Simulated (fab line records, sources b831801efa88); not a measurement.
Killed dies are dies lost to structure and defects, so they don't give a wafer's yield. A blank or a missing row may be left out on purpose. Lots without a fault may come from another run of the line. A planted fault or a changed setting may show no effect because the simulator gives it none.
Split-lot experiment | flow sky130 | 5 lots, 23 wafers read, on a route of 708 steps

THE SPLIT
At SKY_CONTACT_SPUTTER_23 (material TiN, target thk 20 nm, time 80 s), the setting chamber_pressure_pa was moved away from the recipe's 5 Pa on 20 of the 23 wafers read, by -14.0% to +15.0%. The other wafers ran this setting at the recipe's value.

The reading is taken at the split's own step.

THE READING
TiN_of_CONTACT_SPUTTER_23.thk_nm (the simulator's own value, which no gauge read), in nm, at SKY_CONTACT_SPUTTER_23 (material TiN, target thk 20 nm, time 80 s). The file gives no usual value for it. The 3 wafers here that ran the recipe average 19.70 nm, standard deviation 0.026 nm.

wafer  | tool, chamber at the split | chamber_pressure_pa as run, Pa | against the recipe | TiN_of_CONTACT_SPUTTER_23.thk_nm, nm | against lot-mates on the recipe
L075.1 | pvd_sputter-04, -          | 5.74                           | +14.8%             | 17.46                                | no lot-mate on the recipe
L075.2 | pvd_sputter-04, -          | 5.74                           | +14.8%             | 17.48                                | no lot-mate on the recipe
L075.3 | pvd_sputter-04, -          | 5.74                           | +14.8%             | 17.82                                | no lot-mate on the recipe
L075.4 | pvd_sputter-04, -          | 5.74                           | +14.8%             | 17.59                                | no lot-mate on the recipe
L075.5 | pvd_sputter-04, -          | 5.74                           | +14.8%             | 17.31                                | no lot-mate on the recipe
L078.2 | pvd_sputter-01, -          | 5.229                          | +4.6%              | 19.06                                | no lot-mate on the recipe
L078.3 | pvd_sputter-01, -          | 5.229                          | +4.6%              | 19.54                                | no lot-mate on the recipe
L078.4 | pvd_sputter-01, -          | 5.229                          | +4.6%              | 19.45                                | no lot-mate on the recipe
L078.5 | pvd_sputter-01, -          | 5.229                          | +4.6%              | 19.42                                | no lot-mate on the recipe
L078.6 | pvd_sputter-01, -          | 5.229                          | +4.6%              | 19.67                                | no lot-mate on the recipe
L079.2 | pvd_sputter-02, -          | 4.3                            | -14.0%             | 23.1                                 | no lot-mate on the recipe
L079.5 | pvd_sputter-02, -          | 4.3                            | -14.0%             | 23.1                                 | no lot-mate on the recipe
L079.3 | pvd_sputter-02, -          | 4.3                            | -14.0%             | 23.11                                | no lot-mate on the recipe
L079.6 | pvd_sputter-02, -          | 4.3                            | -14.0%             | 23.11                                | no lot-mate on the recipe
L079.4 | pvd_sputter-02, -          | 4.3                            | -14.0%             | 23.08                                | no lot-mate on the recipe
L080.2 | pvd_sputter-01, -          | 5.749                          | +15.0%             | 17.98                                | no lot-mate on the recipe
L080.3 | pvd_sputter-01, -          | 5.749                          | +15.0%             | 17.63                                | no lot-mate on the recipe
L080.4 | pvd_sputter-01, -          | 5.749                          | +15.0%             | 17.37                                | no lot-mate on the recipe
L080.5 | pvd_sputter-01, -          | 5.749                          | +15.0%             | 17.86                                | no lot-mate on the recipe
L080.6 | pvd_sputter-01, -          | 5.749                          | +15.0%             | 17.96                                | no lot-mate on the recipe
L084.1 | pvd_sputter-01, -          | 5                              | recipe             | 19.69                                | -
L084.3 | pvd_sputter-01, -          | 5                              | recipe             | 19.74                                | -
L084.6 | pvd_sputter-01, -          | 5                              | recipe             | 19.68                                | -

THE FIT
A straight line over all 23 wafers: TiN_of_CONTACT_SPUTTER_23.thk_nm changes by -0.185 nm for each +1% of chamber_pressure_pa; r = -0.99; the points scatter about the line by 0.32 nm.
Too few moved wafers have a lot-mate on the recipe to fit a line with each lot's own level taken away.

THE FILE'S OWN FIT
TiN_of_CONTACT_SPUTTER_23.thk_nm changes by -0.185 nm for each +1% of chamber_pressure_pa, r = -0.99.
